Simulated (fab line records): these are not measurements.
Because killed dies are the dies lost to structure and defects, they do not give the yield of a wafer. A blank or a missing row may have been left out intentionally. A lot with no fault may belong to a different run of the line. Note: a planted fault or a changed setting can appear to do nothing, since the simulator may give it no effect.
Problem report in the 8D (eight disciplines) form, filled by code :: flow sky130 :: the parts of the form that need people (team, actions taken, sign-off) are left out

## 1. WHAT IS WRONG
Mean SONOS_ONO_CVD_04_THK at SKY_SONOS_ONO_THK_MEAS_05: 6.31 nm over 9 wafers in 3 lots; fault-free wafers: 5.72 nm, standard deviation 0.1. Measured from the usual mean, that is +5.9 standard deviations.
Seen first at day 13 17:59 on filmMetro-02, wafer L657.1. The record holds 42 wafers of 14 lots with a number at this step. By rule, "out" or "out of limits" means more than 4 standard deviations away from the usual mean. The other wafers with a number count as sound.

## 2. WHAT IT IS; WHAT IT IS NOT
question: which readings at this step
is: SONOS_ONO_CVD_04_THK
is not: -

question: which lots
is: L657, L658, L659
is not: L651, L652, L653, L654, L655, L667, L668, L670, L671, L672, L673

question: which wafers of those lots
is: all that have a number
is not: -

question: read on which gauges
is: filmMetro-01, filmMetro-02, filmMetro-03
is not: -

question: when
is: from day 13 17:59
is not: up to then (15 sound wafers); but 18 sound wafers of L667, L668, L670, L671, L672, L673 came after

## 3. THE SUSPECTS, EACH WITH WHAT RULES IT OUT
Counting: a tool at any process step up to the reading remains a suspect when it ran all the lots that are out and ran no sound lot after the first of those.
- the gauge at SKY_SONOS_ONO_THK_MEAS_05 is ruled out. Those wafers that are out were read across 3 gauges (filmMetro-01, filmMetro-02, filmMetro-03).
- lpcvd-03 at SKY_SONOS_ONO_CVD_04 (deposits SiO2 from SiH4/N2O, target thk 5.7199 nm): ruled out as a lasting fault. Following L657 (day 13 16:44), the first lot on it that is out, the sound lots L667, L668, L670, L671, L672, L673 were run on it.
Left after counting: nothing in the record.

## 4. THE CAUSE (what the simulator had put in)
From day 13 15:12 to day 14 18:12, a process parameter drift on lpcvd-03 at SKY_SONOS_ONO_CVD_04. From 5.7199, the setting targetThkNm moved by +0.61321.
The count ruled it out by mistake, since the rule takes a fault to strike every lot its tool runs from the start of the fault on, and this one did not do so.

## 5. THE CHAIN OF EFFECTS, in route order
One row per reading whose mean, taken over the struck wafers that have a number, lies over 3 standard deviations from the usual. Readings are gone through only where the record gives a usual standard deviation; hours: the median, over the lots, of the time from a lot's start at the first step in this table giving one to that lot's start at this step; sigmas: the change measured in usual standard deviations.
hours: 0
step: SKY_SONOS_ONO_THK_MEAS_05
reading: SONOS_ONO_CVD_04_THK
usual: 5.72 nm
on struck wafers: 6.31
change: +0.59
sigmas: +5.9
At these later measuring or inspecting steps, every struck wafer for which the step has a row has a number for every such reading, and none has moved that far: SKY_GATE_OXIDE_THK_MEAS_02.

## 6. WHAT WOULD HAVE CAUGHT IT SOONER
The first out-of-limits reading at a measuring or inspecting step in this record came at day 13 17:59, 3 hours after the fault's start at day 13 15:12.
